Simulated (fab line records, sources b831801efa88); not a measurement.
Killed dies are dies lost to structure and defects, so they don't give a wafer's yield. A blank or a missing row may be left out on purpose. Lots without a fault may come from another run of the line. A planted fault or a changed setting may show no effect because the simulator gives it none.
A struck lot beside a sound one | flow sky130 | 43 steps out of a route of 708
Sound: wafers L848.1, L848.4, L848.5. Struck: wafers L853.1, L853.2, L853.3. The cause comes at the end.
At each step with rows: each side's tool, then ch and its chambers, then its first start. Under that, the readings that differ: sound wafers | struck wafers | difference of the means | sigmas: that difference in standard deviations of wafers without a fault.
alike: readings whose means differ by less than 2 such deviations, and words and numbers that are the same on both sides. not compared: withheld readings, readings that some wafer has no value for, bounds like >300 that may hide the same value, and numbers for which the record gives no deviation and whose values overlap.
The two part at a step that has a row with sigmas, a row that says differs or no value, or rows on one side only. Numbers that don't overlap but have no deviation are shown without sigmas and don't part them. A reading that every wafer of one side lacks parts them only if that side has two wafers or more.

first, 7 steps without rows for these wafers: SKY_GATE_OXIDE_DEHYDRATE_03 (time 60 s); SKY_GATE_OXIDE_HMDS_04 (prime time 60 s); SKY_GATE_OXIDE_COAT_05 (resist thk 1140 nm); SKY_GATE_OXIDE_SOFTBAKE_06 (time 60 s); SKY_GATE_OXIDE_EXPOSE_07 (exposes mask LVOM, target cd 600 nm); SKY_GATE_OXIDE_PEB_08; SKY_GATE_OXIDE_DEVELOP_09 (develop time 60 s).
SKY_GATE_OXIDE_OVL_MEAS_10:
  sound on overlay-02, day 14 14:03; struck on overlay-01, day 16 23:31
  alike: GATE_OXIDE_OVL
then, 2 steps without rows for these wafers: SKY_GATE_OXIDE_IMPLANT_11; SKY_GATE_OXIDE_WET_ETCH_12 (etches SiO2 in dHF, target depth 16.8 nm, time 336 s).
SKY_GATE_OXIDE_STRIP_13: strips in O2/N2.
  sound on plasma_asher-02 ch 1, day 14 14:21; struck on plasma_asher-04 ch 0,1, day 16 23:48
  alike: drypump_motor_current_A, oes_product_au, strip_time_to_endpoint_s
  not compared: rf_hours_counter_h
SKY_GATE_OXIDE_TW_MEAS_14:
  sound on film_metro-01, day 14 14:27; struck on film_metro-02, day 16 23:54
  reading       | sound             | struck            | difference | sigmas
  GATE_OXIDE_TW | 223.2 223.7 222.6 | 226.5 226.2 226.3 | +3.2       | +2
SKY_GATE_OXIDE_CLEAN_15: cleans in SC1/SC2, time 150 s.
  sound on wet_bench-01 ch 2, day 14 14:31; struck on wet_bench-01 ch 1, day 16 23:58
then, 2 steps without rows for these wafers: SKY_GATE_OXIDE_OXIDATION_16 (stabilise 600 s, purge 300 s, target thk 3.57 nm); SKY_POLY_GATE_CVD_00 (deposits poly-Si, target thk 180 nm, time 720 s).
SKY_POLY_GATE_THK_MEAS_01:
  sound on film_metro-01, day 14 20:12; struck on film_metro-03, day 17 03:36
  reading                   | sound             | struck            | difference | sigmas
  POLY_GATE_CVD_00_THK (nm) | 178.5 178.5 176.2 | 181.3 184.4 184.5 | +5.7       | +3
then, 8 steps without rows for these wafers: SKY_RES_PROTECT_DEHYDRATE_00 (time 60 s); SKY_RES_PROTECT_HMDS_01 (prime time 60 s); SKY_RES_PROTECT_COAT_02 (resist thk 1140 nm); SKY_RES_PROTECT_SOFTBAKE_03 (time 60 s); SKY_RES_PROTECT_EXPOSE_04 (exposes mask RPM, target cd 1270 nm); SKY_RES_PROTECT_PEB_05; SKY_RES_PROTECT_DEVELOP_06 (develop time 60 s); SKY_POLY_GATE_IMPLANT_02.
SKY_RES_PROTECT_STRIP_07: strips in O2/N2.
  sound on plasma_asher-03 ch 0,1, day 15 21:59; struck on plasma_asher-01 ch 0,1, day 18 08:20
  alike: drypump_motor_current_A, oes_product_au, strip_time_to_endpoint_s
  not compared: rf_hours_counter_h
SKY_RES_PROTECT_TW_MEAS_08:
  sound on film_metro-02, day 15 22:05; struck on film_metro-03, day 18 08:26
  reading      | sound          | struck         | difference | sigmas
  POLY_GATE_TW | 4124 4089 4091 | 4060 4067 4023 | -51        | -2
then, 2 steps without rows for these wafers: SKY_RES_PROTECT_CLEAN_09 (cleans in SC1/SC2, time 150 s); SKY_POLY_GATE_CVD_03 (deposits Si3N4 from DCS/NH3, target thk 75 nm, time 1290 s).
SKY_POLY_GATE_THK_MEAS_04:
  sound on film_metro-03, day 16 00:48; struck on film_metro-01, day 18 09:55
  alike: POLY_GATE_CVD_03_THK
then, 8 steps without rows for these wafers: SKY_POLY_GATE_DEHYDRATE_05 (time 60 s); SKY_POLY_GATE_HMDS_06 (prime time 60 s); SKY_POLY_GATE_COAT_07 (resist thk 110 nm); SKY_POLY_GATE_COAT_08 (resist thk 450 nm); SKY_POLY_GATE_SOFTBAKE_09 (time 90 s); SKY_POLY_GATE_EXPOSE_10 (exposes mask P1M, target cd 150 nm); SKY_POLY_GATE_PEB_11; SKY_POLY_GATE_DEVELOP_12 (develop time 60 s).
SKY_POLY_GATE_CD_MEAS_13: target cd 150 nm.
  sound on cd_sem-01, day 17 05:29; struck on cd_sem-01, day 19 16:30
  alike: cd_nm
SKY_POLY_GATE_OVL_MEAS_14:
  sound on overlay-01, day 17 05:37; struck on overlay-02, day 19 16:37
  alike: POLY_GATE_OVL
SKY_POLY_GATE_ETCH_15: etches BARC in N2/H2, stops on SiO2, time 118.5 s, target depth 110 nm.
  sound on rie_diel-01 ch 1,2,3, day 17 05:39; struck on rie_diel-01 ch 0,1,2, day 19 16:40
  alike: drypump_motor_current_A, oes_product_au, throttle_valve_pct
  not compared: rf_hours_counter_h
SKY_POLY_GATE_ETCH_16: etches Si3N4 in CH3F/O2, stops on poly-Si, time 147.5 s, target depth 75 nm.
  sound on rie_diel-01 ch 1,2,3, day 17 05:44; struck on rie_diel-01 ch 0,1,2, day 19 16:44
  alike: O2_flow_sccm, drypump_motor_current_A, oes_product_au, throttle_valve_pct
  not compared: rf_hours_counter_h
SKY_POLY_GATE_ETCH_17: etches poly-Si in HBr/Cl2, stops on SiO2, target depth 180 nm, time 70.5 s.
  sound on rie_si-02 ch 1,3, day 17 05:50; struck on rie_si-02 ch 1,2,3, day 19 16:50
  alike: drypump_motor_current_A, oes_product_au, throttle_valve_pct
  not compared: rf_hours_counter_h
-- the record jumps here: 28 days lie between the struck wafers' starts before and after (it left off in module POLY_GATE and takes up again in module PAD_OPEN, whose first step shown is number 708 of the route) --
SKY_PAD_OPEN_PROBE_99:
  the record has rows for the struck wafers here (prober-01, day 48 04:40) and none for the sound ones

WHERE THEY PART
First at SKY_GATE_OXIDE_TW_MEAS_14; last, within this record, at SKY_PAD_OPEN_PROBE_99.

WHY: what the simulator had put in
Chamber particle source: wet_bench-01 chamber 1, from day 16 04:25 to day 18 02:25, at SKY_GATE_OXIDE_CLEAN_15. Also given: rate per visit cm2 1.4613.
